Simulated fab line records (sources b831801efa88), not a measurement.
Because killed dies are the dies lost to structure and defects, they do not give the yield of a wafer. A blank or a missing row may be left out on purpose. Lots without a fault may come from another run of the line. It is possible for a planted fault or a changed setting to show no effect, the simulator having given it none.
Split-lot trial + flow sky130 + 23 wafers read across 5 lots, on a route 708 steps long

## THE SPLIT ITSELF
At SKY_SONOS_TUNNEL_IMPLANT_09, the setting dose-cm2 was moved away from the recipe's 1e+12 on 9 of the 23 wafers read, by -4.9% to +4.4%. This setting was run at the recipe's value on the other wafers.

## FROM THE SPLIT TO THE READING: what the file shows between them, 2 steps
- SKY_SONOS_TUNNEL_WET_ETCH_10: etches SiO2 in dHF, target depth 14 nm, time 280 s
- SKY_SONOS_TUNNEL_STRIP_11: strips in SPM, time 600 s

## THE READING
SONOS_TUNNEL_TW, at SKY_SONOS_TUNNEL_TW_MEAS_12. On this fab line, fault-free wafers typically give 198.8 with a standard deviation of 0.95.

| wafer  | tool, chamber at the split | dose-cm2 as run | against the recipe | SONOS_TUNNEL_TW | against lot-mates on the recipe |
|--------|----------------------------|-----------------|--------------------|-----------------|---------------------------------|
| L074.1 | implanter-03, 0            | 1.044e+12       | +4.4%              | 200.4           | +2.8                            |
| L074.3 | implanter-03, 0            | 1.044e+12       | +4.4%              | 200.7           | +3.1                            |
| L074.4 | implanter-03, 0            | 1e+12           | recipe             | 198.3           | -                               |
| L074.5 | implanter-03, 0            | 1e+12           | recipe             | 196.9           | -                               |
| L074.6 | implanter-03, 0            | 1e+12           | recipe             | 197.7           | -                               |
| L080.1 | implanter-03, 0            | 1e+12           | recipe             | 199.7           | -                               |
| L080.2 | implanter-03, 0            | 1.041e+12       | +4.1%              | 201.8           | +2.7                            |
| L080.3 | implanter-03, 0            | 1e+12           | recipe             | 198.6           | -                               |
| L080.4 | implanter-03, 0            | 1.041e+12       | +4.1%              | 201.5           | +2.4                            |
| L080.5 | implanter-03, 0            | 1.041e+12       | +4.1%              | 200.3           | +1.2                            |
| L081.1 | implanter-03, 0            | 1e+12           | recipe             | 198.6           | -                               |
| L081.3 | implanter-03, 0            | 1e+12           | recipe             | 198.8           | -                               |
| L081.6 | implanter-03, 0            | 1e+12           | recipe             | 199.8           | -                               |
| L083.1 | implanter-02, 0            | 9.679e+11       | -3.2%              | 195.7           | -2.5                            |
| L083.2 | implanter-02, 0            | 1e+12           | recipe             | 197.4           | -                               |
| L083.3 | implanter-02, 0            | 1e+12           | recipe             | 198.5           | -                               |
| L083.4 | implanter-02, 0            | 1e+12           | recipe             | 198.8           | -                               |
| L083.6 | implanter-02, 0            | 9.679e+11       | -3.2%              | 197.0           | -1.2                            |
| L085.1 | implanter-02, 0            | 1e+12           | recipe             | 200.3           | -                               |
| L085.2 | implanter-02, 0            | 1e+12           | recipe             | 199.3           | -                               |
| L085.3 | implanter-02, 0            | 9.51e+11        | -4.9%              | 196.2           | -3.3                            |
| L085.4 | implanter-02, 0            | 9.51e+11        | -4.9%              | 196.0           | -3.5                            |
| L085.5 | implanter-02, 0            | 1e+12           | recipe             | 198.8           | -                               |

FIT RESULTS
A straight line over all 23 wafers: SONOS_TUNNEL_TW changes by +0.558 for each +1% of dose-cm2; r = +0.88; the points scatter about the line by 0.84.
The same after taking each lot's own level away (the mean of its wafers on the recipe; 23 wafers): +0.61 for each +1%; r = +0.94; scatter 0.61.
On that fit, the largest move of dose-cm2 shifts the reading by 3.
The span of the lots' own levels, 197.63 to 199.47, comes to 1.9 times the standard deviation stated above.
The two slopes are in agreement: the lot-to-lot level therefore moves the slope only a little.
Check: -3 against its lot-mates is what the line predicts for one of the wafers moved furthest among these (-4.9%) when that wafer is left out of the fit. Against them it came out at -3.27.

## OTHER SPLITS APPLIED TO THESE WAFERS
Note: prior to the reading, these wafers also went through further splits. Each is held against what the fit with the lots' levels taken away leaves over:
| other split on the same wafers          | wafers away from the commonest value | r with SONOS_TUNNEL_TW (lot level and that fit taken away) |
|-----------------------------------------|--------------------------------------|------------------------------------------------------------|
| SKY_VT_ADJUST_PCH_COAT_02 resist-thk-nm | 11                                   | -0.22                                                      |
| SKY_SONOS_TUNNEL_COAT_02 spin-rpm       | 7                                    | -0.09                                                      |

## FILE'S OWN FIT
SONOS_TUNNEL_TW changes by +0.619 for each +1% of dose-cm2, r = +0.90.
